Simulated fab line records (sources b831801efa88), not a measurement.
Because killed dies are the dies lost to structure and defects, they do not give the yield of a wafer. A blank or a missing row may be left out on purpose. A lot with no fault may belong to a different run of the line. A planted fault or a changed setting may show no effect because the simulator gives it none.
What tool caused it?    flow sky130    11 lots with 30 wafers sampled at 2 steps, on a route of 708 steps

== WHAT EACH GAUGE READ, for each wafer ==
SKY_FIELD_ISO_THK_MEAS_25. Usual: FIELD_ISO_CVD_24_THK typically reads 593 nm, with standard deviation 6.
lot   measured     on             FIELD_ISO_CVD_24_THK (nm)  flag
L704  day 2 06:38  film-metro-03  596 593 590                
L705  day 2 11:46  film-metro-03  596 596 599                
L706  day 2 19:59  film-metro-03  591 593 591                
L709  day 3 14:40  film-metro-01  1028 593                   OFF
L714  day 4 13:16  film-metro-01  1052 596                   OFF
L715  day 4 20:01  film-metro-02  1039 1046                  OFF
L719  day 5 12:19  film-metro-01  587 591 594                
L721  day 6 00:17  film-metro-02  603 596 600                
L722  day 6 10:28  film-metro-01  591 601 596                
L724  day 6 17:23  film-metro-01  593 592 597                
L726  day 7 01:46  film-metro-01  598 591 593                

== WHICH TOOL RAN EACH LOT (tool, then ch and the chambers of the sampled wafers, then the start) ==
lot   SKY_FIELD_ISO_CVD_24
L704  hdpcvd-02 ch 1,2, day 2 06:34
L705  hdpcvd-01 ch 0,1,2, day 2 11:41
L706  hdpcvd-01 ch 0,1,2, day 2 19:53
L709  hdpcvd-02 ch 0,1, day 3 14:35
L714  hdpcvd-02 ch 0,1, day 4 13:12
L715  hdpcvd-02 ch 0,1, day 4 19:57
L719  hdpcvd-01 ch 0,1, day 5 12:14
L721  hdpcvd-01 ch 1,2, day 6 00:12
L722  hdpcvd-01 ch 1,2, day 6 10:22
L724  hdpcvd-01 ch 0,1, day 6 17:18
L726  hdpcvd-01 ch 0,1, day 7 01:41
- SKY_FIELD_ISO_CVD_24: deposits SiO2, target thk 595 nm, time 99.2 s.

== AS READ BY THE TOOLS THEMSELVES (means over the sampled wafers that have a number; for cases with no such wafer, the mark the record gives instead) ==
The record holds no such reading with a usual standard deviation.

== THE ANSWER, worked out from the rows above alone ==
Rule: a lot is off if the mean of its wafers that have a number lies more than 3 standard deviations from the usual mean. A lot without any number at a reading at which 4 lots or more have one is off too. Where the step has rows for the other lots, those lots are counted as sound. First the gauges in route order, then the tools' own readings, where a lot's mean is used as printed above. The first step at which some lot is off is used, and at that step the reading that is off furthest; a lot without a number counts as furthest.
Off: L709, L714, L715, seen at SKY_FIELD_ISO_THK_MEAS_25 (FIELD_ISO_CVD_24_THK).
If a tool, at a process step before that reading, ran all the lots that are off and no sound lot after the first of them, it fits. The gauges at SKY_FIELD_ISO_THK_MEAS_25 are tried like those tools. One candidate fits, namely hdpcvd-02 at SKY_FIELD_ISO_CVD_24. A fault onset in the window from L704 (day 2 06:34, its last sound lot) to L709 (day 3 14:35, its first lot off) fits.

== WHAT HAD BEEN PUT IN BY THE SIMULATOR ==
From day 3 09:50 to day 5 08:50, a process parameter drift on hdpcvd-02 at SKY_FIELD_ISO_CVD_24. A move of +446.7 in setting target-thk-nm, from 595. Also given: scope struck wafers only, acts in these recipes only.
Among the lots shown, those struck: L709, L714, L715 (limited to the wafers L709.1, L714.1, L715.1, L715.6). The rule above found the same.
